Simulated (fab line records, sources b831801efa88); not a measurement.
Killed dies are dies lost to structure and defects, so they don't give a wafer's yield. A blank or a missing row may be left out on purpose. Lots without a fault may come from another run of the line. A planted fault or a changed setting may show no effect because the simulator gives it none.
Which tool did it? | flow gf180mcu | 14 lots, 42 wafers sampled, at 4 steps of a route of 602

WHAT THE GAUGES READ, wafer by wafer
GF_HV_LDD_TW_MEAS_38. Usual: HV_LDD_3_TW 1445, standard deviation 10.
lot  | measured     | on            | HV_LDD_3_TW    | flag
L527 | day 11 14:58 | film_metro-01 | 1443 1435 1440 |
L529 | day 12 06:45 | film_metro-01 | 1441 1439 1440 |
L530 | day 12 12:11 | film_metro-04 | 1445 1450 1457 |
L531 | day 12 23:33 | film_metro-04 | 1449 1448 1444 |
L532 | day 13 08:05 | film_metro-02 | 1439 1436 1432 |
L533 | day 13 15:50 | film_metro-01 | 1447 1435 1442 |
L534 | day 13 21:19 | film_metro-01 | 1438 1439 1434 |
L535 | day 14 06:24 | film_metro-01 | 1444 1449 1447 |
L542 | day 16 17:39 | film_metro-02 | 1433 1425 1434 |
L543 | day 16 18:16 | film_metro-01 | 1443 1442 1441 |
L544 | day 17 04:55 | film_metro-01 | 1438 1436 1434 |
L546 | day 18 02:11 | film_metro-01 | 1446 1450 1449 |
L548 | day 18 11:49 | film_metro-02 | 1442 1435 1435 |
L549 | day 18 23:22 | film_metro-01 | 1439 1446 1438 |

GF_SAB_CD_MEAS_09: target cd 420 nm. Usual: cd_nm 419.3 nm, standard deviation 2.3.
lot  | measured     | on        | cd_nm (nm)        | flag
L527 | day 15 02:28 | cd_sem-02 | 419.7 417.9 416.7 |
L529 | day 15 19:44 | cd_sem-02 | 414.8 417.3 414.0 |
L530 | day 16 06:38 | cd_sem-02 | 419.1 417.5 420.0 |
L531 | day 16 15:07 | cd_sem-02 | 419.1 417.0 417.2 |
L532 | day 16 23:40 | cd_sem-02 | 415.8 414.2 413.7 |
L533 | day 17 09:34 | cd_sem-02 | 422.2 423.2 422.0 |
L534 | day 17 15:23 | cd_sem-02 | 420.1 418.6 419.0 |
L535 | day 18 03:07 | cd_sem-02 | 418.3 416.8 418.3 |
L542 | day 20 21:54 | cd_sem-02 | 419.5 421.5 420.9 |
L543 | day 20 23:39 | cd_sem-01 | 417.6 414.5 416.6 |
L544 | day 21 08:29 | cd_sem-01 | 421.4 419.5 421.4 |
L546 | day 22 06:31 | cd_sem-01 | 418.5 418.7 417.6 |
L548 | day 22 17:21 | cd_sem-01 | 419.9 420.2 419.7 |
L549 | day 23 03:01 | cd_sem-01 | 420.0 419.8 420.3 |

WHICH TOOL RAN EACH LOT (tool, then ch and the chambers of the sampled wafers, then the start)
lot  | GF_POLY_GATE_ETCH_12               | GF_HV_LDD_ETCHBACK_58
L527 | rie_diel-03 ch 0,1,3, day 9 06:37  | rie_diel-03 ch 0,1,3, day 12 13:07
L529 | rie_diel-01 ch 0,1,3, day 9 18:39  | rie_diel-02 ch 1,2,3, day 13 05:08
L530 | rie_diel-04 ch 0,1,3, day 10 01:21 | rie_diel-04 ch 1,2, day 13 10:47
L531 | rie_diel-03 ch 0,2,3, day 10 10:51 | rie_diel-02 ch 0,1,2, day 13 22:44
L532 | rie_diel-01 ch 0,2, day 10 18:58   | rie_diel-04 ch 0,1,3, day 14 06:55
L533 | rie_diel-04 ch 1,2, day 11 02:18   | rie_diel-04 ch 0,1,2, day 14 15:02
L534 | rie_diel-01 ch 0,1,2, day 11 06:38 | rie_diel-04 ch 0,1,3, day 14 20:20
L535 | rie_diel-01 ch 0,2,3, day 11 16:52 | rie_diel-04 ch 0,1,2, day 15 06:33
L542 | rie_diel-01 ch 0,1,3, day 13 17:10 | rie_diel-03 ch 0,2,3, day 17 20:08
L543 | rie_diel-04 ch 1,3, day 13 19:58   | rie_diel-04 ch 0,3, day 17 22:17
L544 | rie_diel-01 ch 0,3, day 14 06:57   | rie_diel-04 ch 0,2,3, day 18 07:23
L546 | rie_diel-04 ch 2,3, day 15 00:59   | rie_diel-02 ch 0,1,2, day 19 05:38
L548 | rie_diel-03 ch 0,1,3, day 15 12:19 | rie_diel-04 ch 1,2, day 19 16:40
L549 | rie_diel-03 ch 0,1,2, day 15 22:47 | rie_diel-04 ch 0,1,2, day 20 03:27
- GF_POLY_GATE_ETCH_12: etches BARC in N2/H2.
- GF_HV_LDD_ETCHBACK_58: etches Si3N4 in CH3F/O2, stops on SiO2, time 100 s, target depth 90 nm.

WHAT THE TOOLS THEMSELVES READ (means of the sampled wafers that have a number; where no wafer has one, the mark that the record gives instead)
GF_POLY_GATE_ETCH_12. Usual: drypump_motor_current_A 5.7 A, standard deviation 0.42; oes_product_au 0.737 a.u., standard deviation 0.0044; throttle_valve_pct 13.215 %, standard deviation 0.0092.
lot  | tool        | drypump_motor_current_A (A) | oes_product_au (a.u.) | throttle_valve_pct (%) | flag
L527 | rie_diel-03 | 5.7                         | 0.734                 | 13.208                 |
L529 | rie_diel-01 | 5.4                         | 0.740                 | 13.209                 |
L530 | rie_diel-04 | 5.8                         | 0.737                 | 13.213                 |
L531 | rie_diel-03 | 5.9                         | 0.742                 | 13.219                 |
L532 | rie_diel-01 | 5.3                         | 0.739                 | 13.211                 |
L533 | rie_diel-04 | 5.7                         | 0.735                 | 13.216                 |
L534 | rie_diel-01 | 5.3                         | 0.736                 | 13.216                 |
L535 | rie_diel-01 | 5.6                         | 0.738                 | 13.221                 |
L542 | rie_diel-01 | 5.4                         | 0.732                 | 13.213                 |
L543 | rie_diel-04 | 6.2                         | 0.733                 | 13.219                 |
L544 | rie_diel-01 | 5.4                         | 0.735                 | 13.220                 |
L546 | rie_diel-04 | 5.9                         | 0.738                 | 13.217                 |
L548 | rie_diel-03 | 5.7                         | 0.739                 | 13.217                 |
L549 | rie_diel-03 | 6.0                         | 0.734                 | 13.214                 |

GF_HV_LDD_ETCHBACK_58. Usual: drypump_motor_current_A 5.8 A, standard deviation 0.38; oes_product_au 0.843 a.u., standard deviation 0.0067; run_length_s 128.4 s, standard deviation 0.51; throttle_valve_pct 10.562 %, standard deviation 0.01.
lot  | tool        | drypump_motor_current_A (A) | oes_product_au (a.u.) | run_length_s (s) | throttle_valve_pct (%) | flag
L527 | rie_diel-03 | 5.7                         | 0.852                 | 127.9            | 10.565                 |
L529 | rie_diel-02 | 6.2                         | 0.849                 | 127.8            | 10.565                 |
L530 | rie_diel-04 | 5.9                         | 0.842                 | 128.4            | 10.561                 |
L531 | rie_diel-02 | 6.1                         | 0.840                 | 128.3            | 10.557                 |
L532 | rie_diel-04 | 5.8                         | 0.843                 | 128.8            | 10.561                 |
L533 | rie_diel-04 | 5.6                         | 0.932                 | 120.2            | 10.567                 | OFF
L534 | rie_diel-04 | 5.8                         | 0.917                 | 120.3            | 10.570                 | OFF
L535 | rie_diel-04 | 5.6                         | 0.918                 | 120.4            | 10.571                 | OFF
L542 | rie_diel-03 | 5.9                         | 0.846                 | 127.9            | 10.552                 |
L543 | rie_diel-04 | 5.8                         | 0.839                 | 128.8            | 10.559                 |
L544 | rie_diel-04 | 5.6                         | 0.845                 | 128.5            | 10.561                 |
L546 | rie_diel-02 | 6.1                         | 0.850                 | 128.4            | 10.558                 |
L548 | rie_diel-04 | 5.6                         | 0.851                 | 128.9            | 10.563                 |
L549 | rie_diel-04 | 5.6                         | 0.843                 | 128.7            | 10.561                 |

THE ANSWER, worked out from the rows above alone
Rule: a lot is off if the mean of its wafers that have a number lies more than 3 standard deviations from the usual mean. A lot without any number at a reading at which 4 lots or more have one is off too. The other lots that the step has rows for count as sound. The gauges are gone through in route order, then the tools' own readings, and for those a lot's mean is taken as printed above. The first step at which some lot is off is used, and at that step the reading that is off furthest; a lot without a number counts as furthest.
Off: L533, L534, L535, at GF_HV_LDD_ETCHBACK_58 (run_length_s).
A tool fits if, at that step or a process step before it, it ran every lot that is off, and no sound lot after the first of them. None of those tried fits.

WHAT THE SIMULATOR HAD PUT IN
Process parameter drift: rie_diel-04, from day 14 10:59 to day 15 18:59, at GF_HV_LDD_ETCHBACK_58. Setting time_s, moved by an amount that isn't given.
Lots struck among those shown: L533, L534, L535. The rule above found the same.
